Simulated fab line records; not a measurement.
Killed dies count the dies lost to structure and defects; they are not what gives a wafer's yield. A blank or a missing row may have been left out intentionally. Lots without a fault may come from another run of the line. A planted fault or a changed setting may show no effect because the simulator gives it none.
fab line records | flow sky130
record: lots: 14 wafers: 42 last_day: 50
route steps=708 shown FIELD_ISO@12 PWDE@55 NWELL@68
lots that met no fault: taken from a fault-free run of the same line
start_h: hours from the record's opening day to when the first of the lot's shown wafers began | wait_h: hours from the lot's prior step to this one | " as in the row above | L1.1+2: a single row standing in for several wafers | - no value, or no start was given | * or withheld: withheld | < > ~ a bound
route shown NAME@n: a module of which the file shows steps, and the number in the route of the first | usual: mean/standard deviation of fault-free wafers | same: alike in all rows | chamber/n: place in a boat | sites: per-site readings | _std_site: how widely they spread, as a standard deviation | _edge_site: mean of outer sites minus mean of inner sites | radius_mm: how far each site lies from the wafer's centre | mask NAME#n: copy n | behind: the tool/chamber that last shaped the wafer | hold: what put the lot on hold/how long, in hours/how the hold closed | device: the n, p or np transistor that did not switch | end of line: the tests these same wafers got at the end of their route | a step with no rows: only its recipe | killed: dies that structure and defects cost at the first sort, which is not the same as the wafer's yield | map: a wafer's dies, x killed, . not, _ none there
set.NAME: the setting as run; set.NAME@STEP: as run at that earlier step | model.NAME: the simulator's own value behind a step, which no gauge read
the route's steps for a sample of lots (tables are steps, rows are wafers)
services: from which hour (start_h, from the record's first day; less than 0 if before it) a tool's chamber was out of use, for how many hours, and why
== steps ==
step: SKY_FIELD_ISO_PEB_11
recipe: peb_temp_c: withheld peb_time_s: withheld resist: KrF-thick
usual: chill_plate_temp_C: * exhaust_pa: 45.0/0.85
columns lot.wafer tool chamber start_h wait_h chill_plate_temp_C exhaust_pa
L916.3 litho_track-01 0 40 - * 44.0
L916.5 " 0 " " * 45.5
L916.6 " 0 " " * 44.0
L917.1 litho_track-03 - 43 - - -
L917.5 " - 44 - - -
L917.6 " - " " - -
L918.2 litho_track-01 - 50 - - -
L918.3 " - " " - -
L918.5 " - " " - -
L919.1 litho_track-04 0 56 - * 44.4
L919.2 " 0 " " * 43.9
L919.6 " 0 " " * 45.5
L926.2 litho_track-04 0 89 - * 45.2
L926.4 " 0 " " * 44.0
L926.5 " 0 " " * 46.4
L928.3 litho_track-03 0 105 - * 43.9
L928.4 " 0 " " * 46.3
L928.5 " 0 " " * 45.1
L929.1 litho_track-04 0 107 - * 44.9
L929.2 " 0 " " * 43.9
L929.4 " 0 " " * 45.4
L930.2 litho_track-01 0 111 - * 44.5
L930.3 " 0 " " * 45.5
L930.6 " 0 " " * 46.0
L931.1 litho_track-01 0 119 - * 44.2
L931.4 " 0 " " * 46.2
L931.5 " 0 " " * 44.3
L932.3 litho_track-04 0 122 - * 46.2
L932.4 " 0 " " * 45.8
L932.5 " 0 " " * 44.3
L933.1 litho_track-03 0 127 - * 44.7
L933.2 " 0 " " * 46.4
L933.5 " 0 " " * 44.4
L934.1 litho_track-01 0 131 - * 45.4
L934.5 " 0 " " * 45.7
L934.6 " 0 " " * 46.5
L935.1 litho_track-01 0 136 - * 43.9
L935.3 " 0 137 - * 43.4
L935.4 " 0 " " * 45.0
L936.1 litho_track-03 0 145 - * 45.9
L936.2 " 0 " " * 45.1
L936.5 " 0 " " * 45.4
step: SKY_FIELD_ISO_ETCH_15
recipe: chemistry: CHF3/O2 target_depth_nm: 180 stop_on: Si source_w: 600 bias_w: 200 pressure_mtorr: 40 chf3_flow_sccm: 50 O2_flow_sccm: 5 time_s: 72
usual: drypump_motor_current_A: 5.8/0.52 oes_product_au: 0.945/0.0066 throttle_valve_pct: 8.843/0.0093
same: time_s: 72
columns lot.wafer tool chamber start_h wait_h drypump_motor_current_A oes_product_au rf_hours_counter_h throttle_valve_pct
L916.3 rie_diel-03 2 40.83 0.0 6.2 0.948 73 8.844
L916.5 " 1 " " 6.5 0.952 - 8.832
L916.6 " 2 " " 6.2 0.943 - 8.833
L917.1 rie_diel-04 0 44.39 0.0 6.7 0.956 150 8.853
L917.5 " 1 " " 5.6 0.947 - 8.845
L917.6 " 0 " " 6.7 0.950 - 8.852
L918.2 rie_diel-03 3 51.13 0.0 5.8 0.954 2 8.850
L918.3 " 0 " " 5.0 0.948 153 8.834
L918.5 " 2 " " 6.2 0.951 - 8.856
L919.1 rie_diel-04 1 57.26 0.0 5.6 0.952 11 8.841
L919.2 " 2 " " 5.7 0.943 108 8.828
L919.6 " 2 " " 5.7 0.951 - 8.837
L926.2 rie_diel-01 0 89.71 0.0 5.7 0.947 20 8.848
L926.4 " 2 " " 4.9 0.942 135 8.837
L926.5 " 3 " " 5.7 0.949 - 8.859
L928.3 rie_diel-03 0 106.24 0.0 5.0 0.937 155 8.838
L928.4 " 3 " " 5.8 0.941 - 8.856
L928.5 " 0 " " 5.1 0.945 - 8.843
L929.1 rie_diel-04 1 108.11 0.0 5.6 0.951 11 8.868
L929.2 " 3 " " 5.5 0.951 31 8.863
L929.4 " 0 " " 6.7 0.944 151 8.848
L930.2 rie_diel-04 3 112.33 0.0 5.6 0.951 31 8.856
L930.3 " 0 " " 6.7 0.952 151 8.850
L930.6 " 0 " " 6.7 0.952 - 8.842
L931.1 rie_diel-04 1 120.46 0.0 5.6 0.949 12 8.852
L931.4 " 0 " " 6.7 0.953 151 8.836
L931.5 " 2 " " 5.7 0.951 - 8.834
L932.3 rie_diel-01 3 122.46 0.0 5.8 0.934 120 8.844
L932.4 " 2 " " 4.9 0.944 135 8.837
L932.5 " 0 " " 5.7 0.939 - 8.842
L933.1 rie_diel-04 2 127.92 0.0 5.7 0.935 109 8.831
L933.2 " 0 " " 6.7 0.940 151 8.830
L933.5 " 2 " " 5.7 0.936 - 8.850
L934.1 rie_diel-04 0 131.63 0.0 6.6 0.948 152 8.851
L934.5 " 0 " " 6.7 0.950 - 8.868
L934.6 " 1 " " 5.6 0.953 - 8.852
L935.1 rie_diel-03 2 137.48 0.0 6.2 0.955 75 8.864
L935.3 " 3 " " 5.8 0.949 4 8.838
L935.4 " 0 " " 5.1 0.956 155 8.856
L936.1 rie_diel-01 3 146.14 0.0 5.8 0.943 120 8.834
L936.2 " 0 " " 5.7 0.942 21 8.837
L936.5 " 0 " " 5.7 0.943 - 8.856
step: SKY_PWDE_TW_MEAS_10
usual: PWDE_TW: 373/4.2
columns lot.wafer tool chamber start_h wait_h PWDE_TW
L916.3 film_metro-01 - 83.59 0.1 379
L916.5 " - " " 375
L916.6 " - " " 378
L919.1 film_metro-03 - 96.87 0.1 369
L919.2 " - " " 367
L919.6 " - " " 369
L926.2 film_metro-02 - 134.63 0.1 371
L926.4 " - " " 368
L926.5 " - " " 370
L928.3 film_metro-01 - 150.87 0.1 376
L928.4 " - " " 378
L928.5 " - " " 380
L929.1 film_metro-01 - 151.80 0.1 378
L929.2 " - " " 381
L929.4 " - " " 379
L930.2 film_metro-03 - 158.58 0.1 368
L930.3 " - " " 369
L930.6 " - " " 368
L931.1 film_metro-01 - 170.92 0.1 376
L931.4 " - " " 376
L931.5 " - " " 376
L932.3 film_metro-02 - 172.14 0.1 369
L932.4 " - " " 369
L932.5 " - " " 373
L933.1 film_metro-03 - 175.17 0.1 371
L933.2 " - " " 373
L933.5 " - " " 370
L934.1 film_metro-03 - 182.12 0.1 369
L934.5 " - " " 369
L934.6 " - " " 370
L935.1 film_metro-03 - 187.52 0.1 369
L935.3 " - " " 370
L935.4 " - " " 369
L936.1 film_metro-01 - 195.30 0.1 378
L936.2 " - " " 378
L936.5 " - " " 378
step: SKY_NWELL_TW_MEAS_15
usual: NWELL_TW: 1812/19
columns lot.wafer tool chamber start_h wait_h NWELL_TW
L916.3 film_metro-01 - 100.64 0.1 1832
L916.5 " - " " 1842
L916.6 " - " " 1822
L919.1 film_metro-01 - 114.87 0.1 1822
L919.2 " - " " 1826
L919.6 " - " " 1831
L926.2 film_metro-02 - 153.41 0.1 1808
L926.4 " - " " 1801
L926.5 " - " " 1800
L928.3 film_metro-03 - 171.77 0.1 1799
L928.4 " - " " 1800
L928.5 " - " " 1798
L929.1 film_metro-02 - 173.05 0.1 1800
L929.2 " - " " 1809
L929.4 " - " " 1801
L930.2 film_metro-02 - 179.26 0.1 1810
L930.3 " - " " 1819
L930.6 " - " " 1818
L931.1 film_metro-03 - 192.44 0.1 1801
L931.4 " - " " 1798
L931.5 " - " " 1796
L932.3 film_metro-03 - 193.51 0.1 1805
L932.4 " - " " 1803
L932.5 " - " " 1802
L933.1 film_metro-03 - 196.94 0.1 1803
L933.2 " - " " 1814
L933.5 " - " " 1797
L934.1 film_metro-03 - 203.85 0.1 1802
L934.5 " - " " 1812
L934.6 " - " " 1806
L935.1 film_metro-01 - 208.80 0.1 1828
L935.3 " - " " 1831
L935.4 " - " " 1833
L936.1 film_metro-03 - 217.24 0.1 1783
L936.2 " - " " 1773
L936.5 " - " " 1772
== services ==
columns tool chamber start_h hours kind
rie_diel-01 3 20.49 5.6 repair
rie_diel-01 1 65.79 6.1 repair
rie_diel-04 - 74.63 18.7 repair
rie_diel-03 1 75.91 1.9 repair
rie_diel-03 2 99.70 9.1 repair
rie_diel-01 1 101.57 3.6 repair
rie_diel-04 1 126.23 4.2 repair
== key ==
first_sign: step: SKY_FIELD_ISO_PEB_11 reading: tool_record direction: missing
effect none on later readings
met_at SKY_FIELD_ISO_PEB_11
struck_lots L917,L918
later_rows_left_out L917.1,L917.5,L917.6,L918.2,L918.3,L918.5
sort_left_out L917.1,L917.5,L917.6,L918.2,L918.3,L918.5
tester_left_out L917,L918
not_acting_at SKY_FIELD_ISO_ETCH_15,SKY_PWDE_TW_MEAS_10,SKY_NWELL_TW_MEAS_15
onset_between 40 43
fault: kind: skipped_step_whole tool: litho_track-01,litho_track-03 chamber: - onset_h: 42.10 steps: SKY_FIELD_ISO_PEB_11 scope: struck_lots_only
tester_left_out: of these lots the tester's yield and bins aren't shown, on N5 and GAA mostly nor the transistor test; their killed dies are dies lost to structure and defects alone, not to doping, threshold or leakage, so they don't give the yield
sort_left_out: the simulated sort isn't trusted on such a fault, so these wafers' sort isn't shown, and their yield isn't known
later_rows_left_out: the simulator's readings of these wafers behind a module that went badly wrong aren't trusted and aren't shown, but for the sort
